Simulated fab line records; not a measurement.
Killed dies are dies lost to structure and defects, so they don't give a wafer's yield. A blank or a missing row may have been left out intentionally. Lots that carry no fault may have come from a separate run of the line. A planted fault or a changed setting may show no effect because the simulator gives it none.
Tool commonality check	flow sky130	13 lots and 39 wafers in the sample

== WHAT PROMPTED THE OPENING ==
At SKY_VT_ADJUST_PCH_TW_MEAS_10 the reading VT_ADJUST_PCH_TW is flagged on 1 of 13 lots. No-fault wafers: 142.5, standard deviation 1.2.
Rule: a lot is flagged in two cases, either no wafer of it has a number, or all its wafers with numbers fall more than 4 standard deviations from that mean. The other lots count as sound.

lot	measured	on	VT_ADJUST_PCH_TW, wafer by wafer	flag
L156	day 10 20:43	film-metro-03	142.3 142.4 141.6	
L160	day 12 03:00	film-metro-01	141.1 141.4 141.0	
L161	day 12 08:17	film-metro-04	29.9 30.1 30.0	FLAGGED
L163	day 12 22:13	film-metro-04	142.5 143.2 142.6	
L170	day 15 04:31	film-metro-01	140.0 140.2 139.9	
L171	day 15 12:21	film-metro-01	140.3 140.2 140.7	
L172	day 15 22:22	film-metro-04	143.1 142.3 143.4	
L173	day 16 03:18	film-metro-01	140.1 141.1 140.9	
L174	day 16 05:55	film-metro-03	142.2 141.8 142.1	
L175	day 16 14:38	film-metro-03	142.5 142.6 142.4	
L176	day 17 02:05	film-metro-03	142.9 142.6 143.1	
L178	day 17 16:10	film-metro-04	145.2 143.7 143.8	
L179	day 17 18:28	film-metro-01	140.3 140.6 141.8	
Average over the flagged lots: 30.0; offset from the usual -112.5, equal to -94 standard deviations.

== EACH LOT AND THE TOOL IT RAN ON ==
2 process steps preceding the reading are held in the record, out of 708 steps in the route. Cell contents, in order: the tool; ch with the chambers the sampled wafers went through; the start.
lot	flag	SKY_NWELL_RTA_28	SKY_VT_ADJUST_PCH_EXPOSE_04
L156		rtp-anneal-02 ch 0, day 5 15:52	iline-stepper-02 ch 0, day 10 09:11
L160		rtp-anneal-02 ch 0, day 6 15:55	iline-stepper-02 ch 0, day 11 14:05
L161	FLAGGED	rtp-anneal-01 ch 0, day 6 20:04	iline-stepper-01 ch 0, day 11 19:50
L163		rtp-anneal-01 ch 0, day 7 07:17	iline-stepper-01 ch 0, day 12 09:33
L170		rtp-anneal-01 ch 0, day 9 02:27	iline-stepper-01 ch 0, day 14 15:15
L171		rtp-anneal-01 ch 0, day 9 07:49	iline-stepper-02 ch 0, day 14 22:13
L172		rtp-anneal-02 ch 0, day 9 16:12	iline-stepper-01 ch 0, day 15 08:14
L173		rtp-anneal-01 ch 0, day 9 20:31	iline-stepper-02 ch 0, day 15 13:04
L174		rtp-anneal-02 ch 0, day 9 23:11	iline-stepper-02 ch 0, day 15 15:22
L175		rtp-anneal-01 ch 0, day 10 04:47	iline-stepper-02 ch 0, day 16 00:13
L176		rtp-anneal-02 ch 0, day 10 14:38	iline-stepper-01 ch 0, day 16 11:47
L178		rtp-anneal-01 ch 0, day 11 00:35	iline-stepper-02 ch 0, day 17 00:52
L179		rtp-anneal-02 ch 0, day 11 03:34	iline-stepper-02 ch 0, day 17 04:26
What is done by these steps:
- SKY_NWELL_RTA_28: time 30 s.
- SKY_VT_ADJUST_PCH_EXPOSE_04: exposes mask NWM, target cd 840 nm.
- SKY_VT_ADJUST_PCH_TW_MEAS_10

== FLAGGED OVER TOTAL, TOOL BY TOOL (the gauges that took the reading come last) ==
step	tool	lots run	flagged	share of the flagged lots	sound lots run after its first flagged lot
SKY_NWELL_RTA_28	rtp-anneal-01	7	1	all	6 (L163,L170,L171,L173,L175,L178)
SKY_NWELL_RTA_28	rtp-anneal-02	6	0	none	-
SKY_VT_ADJUST_PCH_EXPOSE_04	iline-stepper-01	5	1	all	4 (L163,L170,L172,L176)
SKY_VT_ADJUST_PCH_EXPOSE_04	iline-stepper-02	8	0	none	-
SKY_VT_ADJUST_PCH_TW_MEAS_10	film-metro-01	5	0	none	-
SKY_VT_ADJUST_PCH_TW_MEAS_10	film-metro-03	4	0	none	-
SKY_VT_ADJUST_PCH_TW_MEAS_10	film-metro-04	4	1	all	3 (L163,L172,L178)

== THE TABLE: WHAT IT ALLOWS ==
Every flagged lot was run by 3 rows of the table: rtp-anneal-01 at SKY_NWELL_RTA_28, iline-stepper-01 at SKY_VT_ADJUST_PCH_EXPOSE_04 and film-metro-04 at SKY_VT_ADJUST_PCH_TW_MEAS_10.
- rtp-anneal-01 at SKY_NWELL_RTA_28 ran 7 lots, 1 of them flagged. Sound lots followed the first flagged one (L163, L170, L171, L173, L175, L178) on it, something a lasting fault affecting the whole tool could not allow.
- iline-stepper-01 at SKY_VT_ADJUST_PCH_EXPOSE_04 ran 5 lots, 1 of them flagged. Sound lots followed the first flagged one (L163, L170, L172, L176) on it, something a lasting fault affecting the whole tool could not allow.
- film-metro-04 at SKY_VT_ADJUST_PCH_TW_MEAS_10 ran 4 lots, 1 of them flagged. Sound lots followed the first flagged one (L163, L172, L178) on it, something a lasting fault affecting the whole tool could not allow.
There is no row in the table that ran each flagged lot and no sound lot after the first.

== WHAT HAD BEEN PUT IN BY THE SIMULATOR ==
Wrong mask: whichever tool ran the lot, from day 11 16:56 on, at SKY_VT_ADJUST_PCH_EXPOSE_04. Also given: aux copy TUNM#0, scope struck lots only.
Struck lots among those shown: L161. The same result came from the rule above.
